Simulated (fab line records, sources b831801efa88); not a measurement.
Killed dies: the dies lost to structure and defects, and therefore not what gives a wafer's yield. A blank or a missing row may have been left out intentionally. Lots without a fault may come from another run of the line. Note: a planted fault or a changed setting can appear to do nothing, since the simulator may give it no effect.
8D (eight disciplines) problem report, filled in by code | flow gf180mcu | the parts of the form that need people (team, actions taken, sign-off) are left out

1. THE ISSUE
Wafers without a fault read 399.7 nm, standard deviation 2.5; cdNm at GF_HV_LDD_CD_MEAS_19 reads a mean of 370.4 nm on 12 wafers belonging to 4 lots. That is -12 standard deviations from the usual mean.
The step: target cd 400 nm.
Earliest sighting: wafer L602.4 on cdSem-01 at day 13 21:01. The record has a number at this step for 36 wafers belonging to 12 lots. The rule behind "out" and "out of limits": a value lying over 4 standard deviations away from the usual mean. Any other wafer with a number is counted as sound.

2. WHAT IT IS; WHAT IT IS NOT
question                    | is                     | is not
which readings at this step | cdNm                   | -
which lots                  | L602, L603, L604, L606 | L592, L593, L594, L595, L596, L609, L611, L613
which wafers of those lots  | all that have a number | -
read on which gauges        | cdSem-01, cdSem-02     | -
when                        | from day 13 21:01      | up to then (15 sound wafers); but 9 sound wafers of L609, L611, L613 came after

3. WHAT RULES OUT EACH SUSPECT
Counting: any tool at a process step up to the reading is kept as a suspect provided that every lot that is out went through it and no sound lot did after the first of them.
- the gauge at GF_HV_LDD_CD_MEAS_19 is ruled out. The wafers that are out were read on 2 gauges (cdSem-01, cdSem-02).
- rieSi-01 at GF_POLY_GATE_ETCH_13 (etches poly-Si in HBr/Cl2, stops on SiO2, target depth 198.5 nm, time 69.6 s): kept. It processed each lot that is out, first L602 at day 12 02:31, and no sound lot thereafter; up to then, the last sound lot it processed was L596 at day 10 16:04.
- ilineStepper-01 at GF_HV_LDD_EXPOSE_16 (exposes mask Pplus LV AREA, target cd 400 nm): kept. It processed each lot that is out, first L602 at day 13 11:13, and no sound lot thereafter; up to then, the last sound lot it processed was L595 at day 11 06:33. Its own readings are out on those wafers: exposureDoseMJCm2.
The count leaves ilineStepper-01 at GF_HV_LDD_EXPOSE_16 and rieSi-01 at GF_POLY_GATE_ETCH_13.

4. THE CAUSE (what the simulator had put in)
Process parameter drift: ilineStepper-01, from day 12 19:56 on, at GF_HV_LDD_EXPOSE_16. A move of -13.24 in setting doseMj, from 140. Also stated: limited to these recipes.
This tool is one of the 2 suspects left after counting.

5. THE EFFECT CHAIN, in route order
Each row: a reading where the mean over the struck wafers with a number is more than 3 standard deviations away from the usual. Readings are gone through only where the record gives a usual standard deviation; hours: the median, over the lots, of the time from a lot's start at the first step in this table giving one to that lot's start at this step; sigmas: the change measured in usual standard deviations.
hours | step                 | reading           | usual    | on struck wafers | change | sigmas
0     | GF_HV_LDD_EXPOSE_16  | exposureDoseMJCm2 | 140.01   | 126.78           | -13.23 | -88
10    | GF_HV_LDD_CD_MEAS_19 | cdNm              | 399.7 nm | 370.4            | -29.3  | -12
Here are the process steps it includes:
- GF_HV_LDD_EXPOSE_16: exposes mask Pplus LV AREA, target cd 400 nm.

6. WHAT WOULD HAVE CAUGHT IT SOONER
The first out-of-limits reading at a measuring or inspecting step in this record came at day 13 21:01, 25 hours after the fault's start at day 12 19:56.
Tool's own readings at GF_HV_LDD_EXPOSE_16, exposureDoseMJCm2: out on all struck wafers the step has rows for; an alarm limit on them would have tripped on the first.
Lots out: 4; of these, L603, L604, L606 started GF_HV_LDD_EXPOSE_16 on ilineStepper-01 after day 13 21:01. A hold on the tool at that time would have spared those 3.
